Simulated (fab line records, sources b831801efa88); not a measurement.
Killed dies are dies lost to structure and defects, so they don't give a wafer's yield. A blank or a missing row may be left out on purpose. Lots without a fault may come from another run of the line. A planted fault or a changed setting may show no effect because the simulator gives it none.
fab line records | flow gf180mcu
record lots=5 wafers=15 last_day=35
route steps=602 shown VT_IMPLANT@118 MVSD@136 NWELL@137 LVPWELL@138 MVPSD@139 DUAL_GATE@141 POLY_GATE@157
lots that met no fault: from a run of the same line without faults
start_h: hours from the record's first day to the start of the lot's first wafer shown | wait_h: hours since the lot's step before | " the same as in the row above | L1.1+2: a row that stands for several wafers | - no value, or no start given | * or withheld: withheld | < > ~ a bound
route shown NAME@n: a module of which the file shows steps, and the number in the route of the first | usual: mean/standard deviation of fault-free wafers | same: alike in all rows | chamber/n: place in a boat | sites: the reading at each site | _std_site: their standard deviation | _edge_site: outer sites' mean less inner sites' | radius_mm: how far each site lies from the wafer's centre | mask NAME#n: copy n | behind: the tool/chamber that last shaped the wafer | hold: why the lot was held/for how many hours/how that ended | device: the transistor (n, p or np) that didn't switch | end of line: the same wafers' tests at the end of the route | a step without rows: its recipe alone | killed: dies lost to structure and defects at the first sort, not the wafer's yield | map: a wafer's dies, x killed, . not, _ none there
set.NAME: the setting as run; set.NAME@STEP: as run at that earlier step | model.NAME: the simulator's own value behind a step, which no gauge read
lots at some steps of the route; a table a step, a row a wafer
services: from which hour (start_h, from the record's first day; less than 0 if before it) a tool's chamber was out of use, for how many hours, and why
## steps
# step GF_VT_IMPLANT_DEVELOP_28
# recipe develop_time_s=60 dev_temp_c=23
# same develop_time_s=60
# columns lot.wafer tool chamber start_h wait_h
L085.1+2+4 litho_track-04 0 215.51 0.1
L086.2+3+6 litho_track-03 0 221.10 0.1
L088.3+4+5 litho_track-03 0 236.17 0.1
L090.4+5+6 litho_track-01 0 250.90 0.1
L097.1+3+5 litho_track-01 0 294.37 0.1
# step GF_VT_IMPLANT_OVL_MEAS_29
# usual VT_IMPLANT_02_OVL=-0.3/1.2
# columns lot.wafer tool chamber start_h wait_h VT_IMPLANT_02_OVL[nm]
L085.1 overlay-02 - 215.66 0.1 0.1
L085.2 " - " " -0.3
L085.4 " - " " 0.4
L086.2 overlay-01 - 221.23 0.1 -0.4
L086.3 " - " " -0.3
L086.6 " - " " -0.9
L088.3 overlay-02 - 236.29 0.1 1.6
L088.4 " - " " 0.0
L088.5 " - " " -1.0
L090.4 overlay-02 - 250.99 0.1 1.3
L090.5 " - " " 0.4
L090.6 " - " " 0.2
L097.1 overlay-02 - 294.52 0.1 1.0
L097.3 " - " " -0.3
L097.5 " - " " -1.4
# step GF_VT_IMPLANT_IMPLANT_30
# recipe species=B energy_kev=25 dose_cm2=2.534e+12 tilt_deg=7
# same implant_ion_amu=11
# columns lot.wafer tool chamber start_h wait_h
L085.1+2+4 implanter-04 0 215.69 0.0
L086.2+3+6 implanter-02 0 221.28 0.0
L088.3+4+5 implanter-01 0 236.36 0.1
L090.4+5+6 implanter-01 0 251.08 0.1
L097.1+3+5 implanter-04 0 294.56 0.0
# step GF_VT_IMPLANT_STRIP_31
# recipe chemistry=O2/N2 power_w=1400 pressure_mtorr=1500 platen_temp_c=250 o2_flow_sccm=3000 n2_flow_sccm=300 overash_fraction=0.5
# usual drypump_motor_current_A=6.1/0.37 heater_power_w=325/30 n2_flow_sccm=300.0/0.86 oes_product_au=0.716/0.0044 strip_time_to_endpoint_s=12.62/0.04
# same overash_fraction=0.5
# columns lot.wafer tool chamber start_h wait_h drypump_motor_current_A heater_power_w n2_flow_sccm oes_product_au rf_hours_counter_h strip_time_to_endpoint_s
L085.1 plasma_asher-02 0 215.84 0.1 5.8 304 300.5 0.710 56 12.71
L085.2 " 1 " " 6.5 274 297.7 0.715 56 12.69
L085.4 " 0 " " 5.8 314 300.4 0.715 - 12.68
L086.2 plasma_asher-02 0 221.41 0.1 5.8 316 299.5 0.719 57 12.53
L086.3 " 1 " " 6.5 286 300.4 0.723 - 12.52
L086.6 " 0 " " 5.8 301 300.0 0.719 - 12.56
L088.3 plasma_asher-04 1 236.49 0.1 6.2 332 300.0 0.717 - 12.57
L088.4 " 0 " " 5.7 355 300.4 0.713 - 12.56
L088.5 " 0 " " 5.8 364 300.8 0.720 - 12.54
L090.4 plasma_asher-03 1 251.19 0.1 5.7 360 299.6 0.717 - 12.59
L090.5 " 0 " " 6.6 307 300.1 0.719 - 12.60
L090.6 " 1 " " 5.7 370 299.9 0.716 - 12.56
L097.1 plasma_asher-02 1 294.71 0.1 6.5 281 300.5 0.712 65 12.61
L097.3 " 0 " " 5.8 303 299.6 0.727 - 12.67
L097.5 " 0 " " 5.8 311 300.7 0.710 - 12.65
# step GF_VT_IMPLANT_TW_MEAS_32
# usual VT_IMPLANT_3_TW=267.6/1.6
# columns lot.wafer tool chamber start_h wait_h VT_IMPLANT_3_TW
L085.1 film_metro-03 - 215.94 0.1 267.0
L085.2 " - " " 265.8
L085.4 " - " " 265.6
L086.2 film_metro-04 - 221.52 0.1 267.0
L086.3 " - " " 267.1
L086.6 " - " " 264.2
L088.3 film_metro-03 - 236.58 0.1 269.3
L088.4 " - " " 268.4
L088.5 " - " " 268.9
L090.4 film_metro-03 - 251.29 0.1 265.1
L090.5 " - " " 265.5
L090.6 " - " " 264.8
L097.1 film_metro-04 - 294.81 0.1 266.3
L097.3 " - " " 269.1
L097.5 " - " " 266.8
# step GF_VT_IMPLANT_DEHYDRATE_33
# recipe temp_c=200 time_s=60
# columns lot.wafer tool chamber start_h wait_h
L085.1+2+4 litho_track-04 0 223.56 7.6
L086.2+3+6 litho_track-01 0 229.25 7.7
L088.3+4+5 litho_track-01 0 245.07 8.5
L090.4+5+6 litho_track-04 0 259.68 8.4
L097.1+3+5 litho_track-04 0 304.60 9.8
# step GF_VT_IMPLANT_HMDS_34
# recipe prime_time_s=60 prime_temp_c=120
# columns lot.wafer tool chamber start_h wait_h
L085.1+2+4 litho_track-04 0 223.71 0.1
L086.2+3+6 litho_track-01 0 229.40 0.1
L088.3+4+5 litho_track-01 0 245.22 0.1
L090.4+5+6 litho_track-04 0 259.83 0.1
L097.1+3+5 litho_track-04 0 304.75 0.1
# step GF_VT_IMPLANT_COAT_35
# recipe resist=NOVOLAK spin_rpm=3000 resist_thk_nm=1000
# columns lot.wafer tool chamber start_h wait_h
L085.1+2+4 litho_track-04 0 223.86 0.1
L086.2+3+6 litho_track-01 0 229.55 0.1
L088.3+4+5 litho_track-01 0 245.37 0.1
L090.4+5+6 litho_track-04 0 259.98 0.1
L097.1+3+5 litho_track-04 0 304.90 0.1
# step GF_VT_IMPLANT_SOFTBAKE_36
# recipe temp_c=90 time_s=60 resist=NOVOLAK
# columns lot.wafer tool chamber start_h wait_h
L085.1+2+4 litho_track-04 0 224.01 0.1
L086.2+3+6 litho_track-01 0 229.70 0.1
L088.3+4+5 litho_track-01 0 245.52 0.1
L090.4+5+6 litho_track-04 0 260.13 0.1
L097.1+3+5 litho_track-04 0 305.05 0.1
# step GF_VT_IMPLANT_EXPOSE_37
# recipe mask_id=Nwell_HV_AREA target_cd_nm=860 na=0.6 source_shape=conventional sigma_outer=0.6 dose_mj=140
# usual exposure_dose_mJ_cm2=140.01/0.14
# same sigma_outer=0.6
# columns lot.wafer tool chamber start_h wait_h mask exposure_dose_mJ_cm2
L085.1 iline_stepper-02 0 - - Nwell_HV_AREA#0 140.15
L085.2 " 0 " " Nwell_HV_AREA#0 140.06
L085.4 " 0 " " Nwell_HV_AREA#0 140.11
L086.2 iline_stepper-01 0 - - Nwell_HV_AREA#0 140.33
L086.3 " 0 " " Nwell_HV_AREA#0 140.26
L086.6 " 0 " " Nwell_HV_AREA#0 140.36
L088.3 iline_stepper-01 0 - - Nwell_HV_AREA#0 139.94
L088.4 " 0 " " Nwell_HV_AREA#0 139.84
L088.5 " 0 " " Nwell_HV_AREA#0 139.96
L090.4 iline_stepper-02 0 - - Nwell_HV_AREA#0 139.82
L090.5 " 0 " " Nwell_HV_AREA#0 140.05
L090.6 " 0 " " Nwell_HV_AREA#0 139.87
L097.1 iline_stepper-02 0 - - Nwell_HV_AREA#0 139.99
L097.3 " 0 " " Nwell_HV_AREA#0 139.80
L097.5 " 0 " " Nwell_HV_AREA#0 139.98
# step GF_VT_IMPLANT_PEB_38
# recipe temp_c=withheld time_s=* resist=NOVOLAK
# columns lot.wafer tool chamber start_h wait_h
L085.1+2+4 litho_track-04 0 - -
L086.2+3+6 litho_track-01 0 - -
L088.3+4+5 litho_track-04 0 - -
L090.4+5+6 litho_track-01 0 - -
L097.1+3+5 litho_track-01 0 - -
# step GF_VT_IMPLANT_DEVELOP_39
# recipe develop_time_s=60 dev_temp_c=23
# same develop_time_s=60
# columns lot.wafer tool chamber start_h wait_h
L085.1+2+4 litho_track-04 0 233.66 0.1
L086.2+3+6 litho_track-01 0 238.70 0.1
L088.3+4+5 litho_track-04 0 254.61 0.1
L090.4+5+6 litho_track-01 0 269.00 0.1
L097.1+3+5 litho_track-01 0 314.87 0.1
# step GF_VT_IMPLANT_OVL_MEAS_40
# usual VT_IMPLANT_03_OVL=0.4/1.4
# columns lot.wafer tool chamber start_h wait_h VT_IMPLANT_03_OVL[nm]
L085.1 overlay-01 - 233.81 0.1 1.5
L085.2 " - " " -1.4
L085.4 " - " " 0.6
L086.2 overlay-01 - 238.83 0.1 3.8
L086.3 " - " " 2.7
L086.6 " - " " 1.2
L088.3 overlay-02 - 254.72 0.1 0.3
L088.4 " - " " 2.4
L088.5 " - " " 0.1
L090.4 overlay-02 - 269.09 0.1 -0.5
L090.5 " - " " -0.7
L090.6 " - " " -2.5
L097.1 overlay-01 - 315.02 0.1 -1.2
L097.3 " - " " -1.0
L097.5 " - " " 0.1
# step GF_VT_IMPLANT_IMPLANT_41
# recipe species=As energy_kev=70 dose_cm2=1.013e+12 tilt_deg=7
# same implant_ion_amu=75
# columns lot.wafer tool chamber start_h wait_h
L085.1+2+4 implanter-02 0 233.84 0.0
L086.2+3+6 implanter-02 0 238.88 0.0
L088.3+4+5 implanter-04 0 254.79 0.1
L090.4+5+6 implanter-04 0 269.18 0.1
L097.1+3+5 implanter-02 0 315.06 0.0
# step GF_VT_IMPLANT_STRIP_42
# recipe chemistry=O2/N2 power_w=1400 pressure_mtorr=1500 platen_temp_c=250 o2_flow_sccm=3000 n2_flow_sccm=300 overash_fraction=0.5
# usual drypump_motor_current_A=6.1/0.36 heater_power_w=320/30 n2_flow_sccm=300.1/0.87 oes_product_au=0.716/0.0042 strip_time_to_endpoint_s=12.61/0.043
# same overash_fraction=0.5
# columns lot.wafer tool chamber start_h wait_h drypump_motor_current_A heater_power_w n2_flow_sccm oes_product_au rf_hours_counter_h strip_time_to_endpoint_s
L085.1 plasma_asher-03 1 233.99 0.1 5.7 376 301.0 0.712 61 12.58
L085.2 " 0 " " 6.6 312 300.0 0.714 61 12.56
L085.4 " 0 " " 6.6 303 301.3 0.714 - 12.62
L086.2 plasma_asher-03 1 239.01 0.1 5.7 366 300.1 0.717 62 12.60
L086.3 " 0 " " 6.6 301 299.9 0.718 - 12.57
L086.6 " 0 " " 6.6 307 298.8 0.712 - 12.60
L088.3 plasma_asher-02 0 254.92 0.1 5.8 311 302.3 0.724 - 12.62
L088.4 " 1 " " 6.5 288 300.3 0.715 - 12.61
L088.5 " 1 " " 6.5 283 300.4 0.719 - 12.59
L090.4 plasma_asher-02 1 269.29 0.1 6.5 287 300.3 0.723 - 12.57
L090.5 " 0 " " 5.8 312 300.9 0.718 - 12.57
L090.6 " 1 " " 6.5 286 301.6 0.720 - 12.56
L097.1 plasma_asher-04 0 315.21 0.1 5.7 356 301.0 0.719 50 12.58
L097.3 " 1 " " 6.2 332 299.1 0.714 - 12.57
L097.5 " 1 " " 6.2 332 299.6 0.715 - 12.58
# step GF_VT_IMPLANT_TW_MEAS_43
# usual VT_IMPLANT_4_TW=686/3.3
# columns lot.wafer tool chamber start_h wait_h VT_IMPLANT_4_TW
L085.1 film_metro-01 - 234.09 0.1 686
L085.2 " - " " 688
L085.4 " - " " 689
L086.2 film_metro-04 - 239.12 0.1 679
L086.3 " - " " 684
L086.6 " - " " 684
L088.3 film_metro-03 - 255.01 0.1 682
L088.4 " - " " 684
L088.5 " - " " 679
L090.4 film_metro-03 - 269.39 0.1 683
L090.5 " - " " 684
L090.6 " - " " 684
L097.1 film_metro-04 - 315.31 0.1 687
L097.3 " - " " 689
L097.5 " - " " 685
# step GF_VT_IMPLANT_CLEAN_44
# recipe chemistry=SC1/SC2 mix=1:4:20 temp_c=70 time_s=150 dry=n2_spin
# columns lot.wafer tool chamber start_h wait_h
L085.1+2+4 wet_bench-02 0 234.15 0.1
L086.2+3+6 wet_bench-04 0 239.17 0.0
L088.3+4+5 wet_bench-04 0 255.05 0.0
L090.4+5+6 wet_bench-02 3 269.42 0.0
L097.1+3+5 wet_bench-02 1 315.37 0.1
# step GF_VT_IMPLANT_RTA_45
# recipe temp_c=1050 time_s=30 ambient=N2
# usual lamp_power_pct=38.1/1.3 wafer_temp_C_max=1053.7/0.9
# columns lot.wafer tool chamber start_h wait_h lamp_power_pct wafer_temp_C_max
L085.1 rtp_anneal-02 0 234.20 0.0 39.1 1052.6
L085.2 " 0 " " 39.1 1053.0
L085.4 " 0 " " 39.2 1055.1
L086.2 rtp_anneal-02 0 239.23 0.0 39.1 1053.7
L086.3 " 0 " " 39.1 1053.3
L086.6 " 0 " " 39.0 1051.8
L088.3 rtp_anneal-02 0 255.13 0.0 39.1 1053.6
L088.4 " 0 " " 39.1 1054.4
L088.5 " 0 " " 39.1 1052.8
L090.4 rtp_anneal-02 0 269.52 0.1 39.1 1052.7
L090.5 " 0 " " 39.2 1053.3
L090.6 " 0 " " 39.1 1053.5
L097.1 rtp_anneal-02 0 315.42 0.0 39.1 1051.8
L097.3 " 0 " " 39.1 1054.6
L097.5 " 0 " " 39.1 1053.3
# step GF_VT_IMPLANT_RS_MEAS_46
# recipe thk_meas_gauge=four-point-probe
# usual MVSD_RS=457.0/1.3
# columns lot.wafer tool chamber start_h wait_h MVSD_RS[ohm/sq]
L085.1 film_metro-02 - 234.30 0.1 457.7
L085.2 " - " " 456.7
L085.4 " - " " 458.3
L086.2 film_metro-03 - 239.38 0.1 457.1
L086.3 " - " " 456.5
L086.6 " - " " 456.3
L088.3 film_metro-01 - 255.24 0.1 456.2
L088.4 " - " " 457.2
L088.5 " - " " 456.2
L090.4 film_metro-03 - 269.63 0.1 459.6
L090.5 " - " " 458.9
L090.6 " - " " 457.4
L097.1 film_metro-02 - 315.62 0.2 455.0
L097.3 " - " " 454.9
L097.5 " - " " 454.5
# step GF_VT_IMPLANT_RS_MEAS_47
# recipe thk_meas_gauge=four-point-probe
# usual NWELL_RS=488.2/1.3
# columns lot.wafer tool chamber start_h wait_h NWELL_RS[ohm/sq]
L085.1 film_metro-02 - 234.42 0.1 488.4
L085.2 " - " " 488.1
L085.4 " - " " 487.9
L086.2 film_metro-03 - 239.50 0.1 488.0
L086.3 " - " " 488.3
L086.6 " - " " 489.1
L088.3 film_metro-01 - 255.36 0.1 488.0
L088.4 " - " " 488.2
L088.5 " - " " 487.5
L090.4 film_metro-03 - 269.75 0.1 488.7
L090.5 " - " " 489.2
L090.6 " - " " 488.6
L097.1 film_metro-02 - 315.74 0.1 487.3
L097.3 " - " " 487.5
L097.5 " - " " 486.3
# step GF_VT_IMPLANT_RS_MEAS_48
# recipe thk_meas_gauge=four-point-probe
# usual LVPWELL_RS=1196.7/2.9
# columns lot.wafer tool chamber start_h wait_h LVPWELL_RS[ohm/sq]
L085.1 film_metro-02 - 234.54 0.1 1198.8
L085.2 " - " " 1197.8
L085.4 " - " " 1197.2
L086.2 film_metro-03 - 239.62 0.1 1197.2
L086.3 " - " " 1198.7
L086.6 " - " " 1198.3
L088.3 film_metro-01 - 255.48 0.1 1194.3
L088.4 " - " " 1200.0
L088.5 " - " " 1196.8
L090.4 film_metro-03 - 269.87 0.1 1193.6
L090.5 " - " " 1193.5
L090.6 " - " " 1196.4
L097.1 film_metro-02 - 315.86 0.1 1188.9
L097.3 " - " " 1188.5
L097.5 " - " " 1193.6
# step GF_VT_IMPLANT_RS_MEAS_49
# recipe thk_meas_gauge=four-point-probe
# usual MVPSD_RS=1169.2/2.5
# columns lot.wafer tool chamber start_h wait_h MVPSD_RS[ohm/sq]
L085.1 film_metro-02 - 234.66 0.1 1171.4
L085.2 " - " " 1167.8
L085.4 " - " " 1172.9
L086.2 film_metro-03 - 239.74 0.1 1171.2
L086.3 " - " " 1170.8
L086.6 " - " " 1167.9
L088.3 film_metro-01 - 255.60 0.1 1170.9
L088.4 " - " " 1171.1
L088.5 " - " " 1169.7
L090.4 film_metro-03 - 269.99 0.1 1168.3
L090.5 " - " " 1170.6
L090.6 " - " " 1174.0
L097.1 film_metro-02 - 315.98 0.1 1167.1
L097.3 " - " " 1163.2
L097.5 " - " " 1166.9
# step GF_VT_IMPLANT_WET_ETCH_50
# recipe chemistry=dHF target_depth_nm=20 target=SiO2 temp_c=25 dilution=100:1 time_s=400
# columns lot.wafer tool chamber start_h wait_h
L085.1+2+4 wet_bench-02 3 234.78 0.1
L086.2+3+6 wet_bench-04 1 239.84 0.1
L088.3+4+5 wet_bench-02 2 255.68 0.1
L090.4+5+6 wet_bench-02 3 270.05 0.0
L097.1+3+5 wet_bench-03 1 316.10 0.1
# step GF_DUAL_GATE_CLEAN_00
# recipe chemistry=SC1/SC2 mix=1:4:20 temp_c=70 time_s=150
# columns lot.wafer tool chamber start_h wait_h
L085.1+2+4 wet_bench-04 1 234.90 0.0
L086.2+3+6 wet_bench-04 0 239.96 0.0
L088.3+4+5 wet_bench-04 0 255.80 0.0
L090.4+5+6 wet_bench-03 0 270.17 0.0
L097.1+3+5 wet_bench-02 3 316.22 0.0
# step GF_DUAL_GATE_CLEAN_01
# recipe chemistry=dHF time_s=20 dilution=100:1 dry=ipa_marangoni
# columns lot.wafer tool chamber start_h wait_h
L085.1+2+4 wet_bench-02 2 234.95 0.0
L086.2+3+6 wet_bench-04 3 240.01 0.0
L088.3+4+5 wet_bench-03 0 255.85 0.0
L090.4+5+6 wet_bench-04 2 270.22 0.0
L097.1+3+5 wet_bench-03 3 316.27 0.0
# step GF_DUAL_GATE_OXIDATION_02
# recipe temp_c=900 ambient=O2 stabilise_s=600 purge_s=300 target_thk_a=108.87 ox_time_s=1602
# usual spike_tc_lower_C=899.6/1.4 spike_tc_upper_C=899.2/2 zone_power_centre_pct=20.7/0.98
# columns lot.wafer tool chamber start_h wait_h spike_tc_lower_C spike_tc_upper_C zone_power_centre_pct
L085.1 furnace-02 0 235.23 0.3 901.9 900.8 20.1
L085.2 " 0 " " 900.3 900.3 19.7
L085.4 " 0 " " 899.7 901.0 20.1
L086.2 furnace-01 0 242.72 2.7 899.9 898.0 21.7
L086.3 " 0 " " 896.3 897.6 21.9
L086.6 " 0 " " 898.0 898.7 21.9
L088.3 furnace-01 0 256.60 0.7 900.0 898.0 22.0
L088.4 " 0 " " 897.4 898.0 21.8
L088.5 " 0 " " 898.8 896.0 21.8
L090.4 furnace-02 0 271.33 1.1 898.2 899.7 20.0
L090.5 " 0 " " 898.7 901.7 20.2
L090.6 " 0 " " 899.2 900.1 19.8
L097.1 furnace-01 0 318.16 1.9 898.2 897.3 21.5
L097.3 " 0 " " 898.7 897.9 21.7
L097.5 " 0 " " 897.6 897.9 22.0
# step GF_DUAL_GATE_THK_MEAS_03
# recipe reads=SiO2_of_DUAL_GATE_OXIDATION_02
# usual DUAL_GATE_OXIDATION_00_THK=10.95/0.2
# columns lot.wafer tool chamber start_h wait_h DUAL_GATE_OXIDATION_00_THK[nm]
L085.1 film_metro-03 - 236.67 0.0 11.11
L085.2 " - " " 11.12
L085.4 " - " " 10.85
L086.2 film_metro-02 - 244.18 0.0 11.03
L086.3 " - " " 11.12
L086.6 " - " " 10.96
L088.3 film_metro-03 - 258.06 0.0 11.03
L088.4 " - " " 11.09
L088.5 " - " " 10.88
L090.4 film_metro-04 - 272.80 0.0 11.19
L090.5 " - " " 11.20
L090.6 " - " " 11.21
L097.1 film_metro-02 - 319.61 0.0 10.57
L097.3 " - " " 10.99
L097.5 " - " " 10.84
# step GF_DUAL_GATE_DEHYDRATE_04
# recipe temp_c=200 time_s=60
# columns lot.wafer tool chamber start_h wait_h
L085.1+2+4 litho_track-03 0 245.47 8.8
L086.2+3+6 litho_track-02 0 253.24 9.1
L088.3+4+5 litho_track-02 0 266.72 8.6
L090.4+5+6 litho_track-03 0 282.15 9.3
L097.1+3+5 litho_track-02 0 329.27 9.7
# step GF_DUAL_GATE_HMDS_05
# recipe prime_time_s=60 prime_temp_c=120
# columns lot.wafer tool chamber start_h wait_h
L085.1+2+4 litho_track-03 0 245.62 0.1
L086.2+3+6 litho_track-02 0 253.39 0.1
L088.3+4+5 litho_track-02 0 266.87 0.1
L090.4+5+6 litho_track-03 0 282.30 0.1
L097.1+3+5 litho_track-02 0 329.42 0.1
# step GF_DUAL_GATE_COAT_06
# recipe resist=NOVOLAK spin_rpm=3000 resist_thk_nm=1000
# columns lot.wafer tool chamber start_h wait_h
L085.1+2+4 litho_track-03 0 245.77 0.1
L086.2+3+6 litho_track-02 0 253.54 0.1
L088.3+4+5 litho_track-02 0 267.02 0.1
L090.4+5+6 litho_track-03 0 282.45 0.1
L097.1+3+5 litho_track-02 0 329.57 0.1
# step GF_DUAL_GATE_SOFTBAKE_07
# recipe temp_c=90 time_s=60 resist=NOVOLAK
# columns lot.wafer tool chamber start_h wait_h
L085.1+2+4 litho_track-03 0 245.92 0.1
L086.2+3+6 litho_track-02 0 253.69 0.1
L088.3+4+5 litho_track-02 0 267.17 0.1
L090.4+5+6 litho_track-03 0 282.60 0.1
L097.1+3+5 litho_track-02 0 329.72 0.1
# step GF_DUAL_GATE_EXPOSE_08
# recipe mask_id=Dualgate target_cd_nm=700 na=0.6 source_shape=conventional sigma_outer=0.6 dose_mj=140
# usual exposure_dose_mJ_cm2=139.99/0.13
# same sigma_outer=0.6
# columns lot.wafer tool chamber start_h wait_h mask exposure_dose_mJ_cm2
L085.1 iline_stepper-02 0 - - Dualgate#0 139.98
L085.2 " 0 " " Dualgate#0 139.95
L085.4 " 0 " " Dualgate#0 139.67
L086.2 iline_stepper-01 0 - - Dualgate#0 139.94
L086.3 " 0 " " Dualgate#0 139.94
L086.6 " 0 " " Dualgate#0 140.14
L088.3 iline_stepper-02 0 - - Dualgate#0 139.85
L088.4 " 0 " " Dualgate#0 139.98
L088.5 " 0 " " Dualgate#0 140.28
L090.4 iline_stepper-01 0 - - Dualgate#0 140.07
L090.5 " 0 " " Dualgate#0 140.00
L090.6 " 0 " " Dualgate#0 140.06
L097.1 iline_stepper-02 0 - - Dualgate#0 140.13
L097.3 " 0 " " Dualgate#0 140.04
L097.5 " 0 " " Dualgate#0 140.20
# step GF_DUAL_GATE_PEB_09
# recipe temp_c=withheld time_s=* resist=NOVOLAK
# columns lot.wafer tool chamber start_h wait_h
L085.1+2+4 litho_track-04 0 - -
L086.2+3+6 litho_track-04 0 - -
L088.3+4+5 litho_track-04 0 - -
L090.4+5+6 litho_track-02 0 - -
L097.1+3+5 litho_track-02 0 - -
# step GF_DUAL_GATE_DEVELOP_10
# recipe develop_time_s=60 dev_temp_c=23
# same develop_time_s=60
# columns lot.wafer tool chamber start_h wait_h
L085.1+2+4 litho_track-04 0 254.86 0.1
L086.2+3+6 litho_track-04 0 262.93 0.1
L088.3+4+5 litho_track-04 0 276.55 0.1
L090.4+5+6 litho_track-02 0 292.09 0.1
L097.1+3+5 litho_track-02 0 340.52 0.1
# step GF_DUAL_GATE_OVL_MEAS_11
# usual DUAL_GATE_OVL=0.1/1.6
# columns lot.wafer tool chamber start_h wait_h DUAL_GATE_OVL[nm]
L085.1 overlay-01 - 255.01 0.1 0.8
L085.2 " - " " 0.3
L085.4 " - " " 0.8
L086.2 overlay-01 - 263.06 0.1 0.0
L086.3 " - " " 0.4
L086.6 " - " " 1.1
L088.3 overlay-01 - 276.67 0.1 0.5
L088.4 " - " " -0.8
L088.5 " - " " 2.2
L090.4 overlay-01 - 292.19 0.1 0.1
L090.5 " - " " 0.9
L090.6 " - " " 0.6
L097.1 overlay-01 - 340.67 0.1 -0.7
L097.3 " - " " -2.9
L097.5 " - " " -2.7
# step GF_DUAL_GATE_WET_ETCH_12
# recipe chemistry=dHF target_depth_nm=13 dry=n2_spin target=SiO2 temp_c=25 dilution=100:1 time_s=260
# columns lot.wafer tool chamber start_h wait_h
L085.1+2+4 wet_bench-03 1 255.04 0.0
L086.2+3+6 wet_bench-04 0 263.09 0.0
L088.3+4+5 wet_bench-02 3 276.69 0.0
L090.4+5+6 wet_bench-04 3 292.20 0.0
L097.1+3+5 wet_bench-04 2 340.70 0.0
# step GF_DUAL_GATE_STRIP_13
# recipe chemistry=O2/N2 power_w=1400 pressure_mtorr=1500 platen_temp_c=250 o2_flow_sccm=3000 n2_flow_sccm=300 overash_fraction=0.5
# usual drypump_motor_current_A=6.0/0.44 heater_power_w=330/31 n2_flow_sccm=300.1/0.85 oes_product_au=0.716/0.0047 strip_time_to_endpoint_s=12.63/0.036
# same overash_fraction=0.5
# columns lot.wafer tool chamber start_h wait_h drypump_motor_current_A heater_power_w n2_flow_sccm oes_product_au rf_hours_counter_h strip_time_to_endpoint_s
L085.1 plasma_asher-04 0 255.13 0.0 5.7 356 300.4 0.718 48 12.70
L085.2 " 1 " " 6.3 333 301.4 0.714 48 12.68
L085.4 " 1 " " 6.2 333 301.6 0.727 - 12.69
L086.2 plasma_asher-02 0 263.17 0.0 5.8 317 299.3 0.720 61 12.63
L086.3 " 0 " " 5.8 316 300.0 0.714 - 12.66
L086.6 " 1 " " 6.5 277 299.3 0.722 - 12.63
L088.3 plasma_asher-02 1 276.80 0.0 6.5 281 301.0 0.716 - 12.63
L088.4 " 0 " " 5.8 310 299.8 0.716 - 12.64
L088.5 " 0 " " 5.8 311 300.2 0.712 - 12.60
L090.4 plasma_asher-02 0 292.32 0.0 5.8 309 300.5 0.717 - 12.69
L090.5 " 0 " " 5.8 312 300.9 0.721 - 12.65
L090.6 " 1 " " 6.5 276 299.7 0.716 - 12.63
L097.1 plasma_asher-04 0 340.78 0.0 5.7 361 299.8 0.720 53 12.63
L097.3 " 0 " " 5.7 357 299.8 0.714 - 12.68
L097.5 " 0 " " 5.7 365 298.6 0.712 - 12.63
# step GF_DUAL_GATE_CLEAN_14
# recipe chemistry=SC1/SC2 mix=1:4:20 temp_c=70 time_s=150 dry=n2_spin
# columns lot.wafer tool chamber start_h wait_h
L085.1+2+4 wet_bench-03 0 255.23 0.1
L086.2+3+6 wet_bench-03 2 263.27 0.1
L088.3+4+5 wet_bench-04 3 276.87 0.0
L090.4+5+6 wet_bench-02 1 292.38 0.0
L097.1+3+5 wet_bench-03 2 340.88 0.1
# step GF_DUAL_GATE_OXIDATION_15
# recipe temp_c=850 ambient=O2 stabilise_s=600 purge_s=300 target_thk_a=70.98 ox_time_s=1995
# usual spike_tc_lower_C=849.6/1.4 spike_tc_upper_C=849.0/1.8 zone_power_centre_pct=18.5/0.86
# columns lot.wafer tool chamber start_h wait_h spike_tc_lower_C spike_tc_upper_C zone_power_centre_pct
L085.1 furnace-02 0 256.51 1.2 851.3 849.6 17.7
L085.2 " 0 " " 851.4 850.0 17.5
L085.4 " 0 " " 850.8 850.3 17.3
L086.2 furnace-02 0 263.45 0.1 851.3 849.9 17.7
L086.3 " 0 " " 851.7 850.8 17.8
L086.6 " 0 " " 850.0 849.9 18.0
L088.3 furnace-02 0 277.94 1.0 850.5 849.3 17.9
L088.4 " 0 " " 851.0 850.8 17.7
L088.5 " 0 " " 851.2 850.4 17.5
L090.4 furnace-01 0 292.44 0.0 849.2 846.7 19.9
L090.5 " 0 " " 849.9 847.9 19.3
L090.6 " 0 " " 849.4 846.8 19.3
L097.1 furnace-02 0 341.77 0.8 848.9 850.9 17.6
L097.3 " 0 " " 849.7 850.0 17.7
L097.5 " 0 " " 849.2 850.4 17.7
# step GF_POLY_GATE_CVD_00
# recipe material=poly-Si target_thk_nm=200 temp_c=620 time_s=1200 pressure_mtorr=200
# usual spike_tc_lower_C=621.0/1.2 spike_tc_upper_C=620.0/1.2 zone_power_centre_pct=9.1/1.3
# columns lot.wafer tool chamber start_h wait_h spike_tc_lower_C spike_tc_upper_C zone_power_centre_pct
L085.1 lpcvd-01 0 258.56 0.5 619.6 619.7 11.0
L085.2 " 0 " " 619.8 620.1 11.0
L085.4 " 0 " " 621.2 619.3 11.0
L086.2 lpcvd-02 0 265.01 0.0 622.3 620.3 6.9
L086.3 " 0 " " 621.5 622.0 7.0
L086.6 " 0 " " 620.7 623.0 7.0
L088.3 lpcvd-02 0 279.49 0.0 620.9 622.3 6.9
L088.4 " 0 " " 621.9 622.1 6.9
L088.5 " 0 " " 622.6 621.8 7.0
L090.4 lpcvd-02 1 293.99 0.0 619.5 621.1 8.3
L090.5 " 1 " " 620.9 619.3 8.1
L090.6 " 1 " " 619.3 621.5 8.2
L097.1 lpcvd-02 0 343.32 0.0 620.5 619.6 6.9
L097.3 " 0 " " 619.8 620.5 7.0
L097.5 " 0 " " 620.9 621.5 7.0
## services
# columns tool chamber start_h hours kind
plasma_asher-03 - 195.49 0.4 repair
plasma_asher-02 - 196.03 3.3 repair
iline_stepper-01 - 199.92 7.3 repair
iline_stepper-02 - 201.94 12.2 repair
implanter-04 - 203.88 3.6 pm
furnace-01 - 206.34 3.8 pm
implanter-02 - 216.21 4.4 pm
iline_stepper-02 - 219.95 2.3 repair
furnace-02 - 230.83 3.1 pm
iline_stepper-02 - 232.58 0.9 repair
furnace-02 - 241.04 2.4 pm
implanter-04 - 255.42 3.2 repair
plasma_asher-04 - 264.87 32.1 repair
implanter-02 - 276.23 1.3 repair
lpcvd-01 - 291.84 2.1 repair
furnace-01 - 298.67 15.7 pm
implanter-02 - 300.53 3.9 repair
iline_stepper-01 - 304.97 1.7 pm
wet_bench-04 - 305.85 0.8 repair
implanter-01 - 309.77 1.1 repair
implanter-01 - 313.13 3.9 repair
plasma_asher-02 - 315.10 1.1 repair
iline_stepper-02 - 325.52 1.7 pm
implanter-01 - 333.80 3.4 repair
## key
fault none
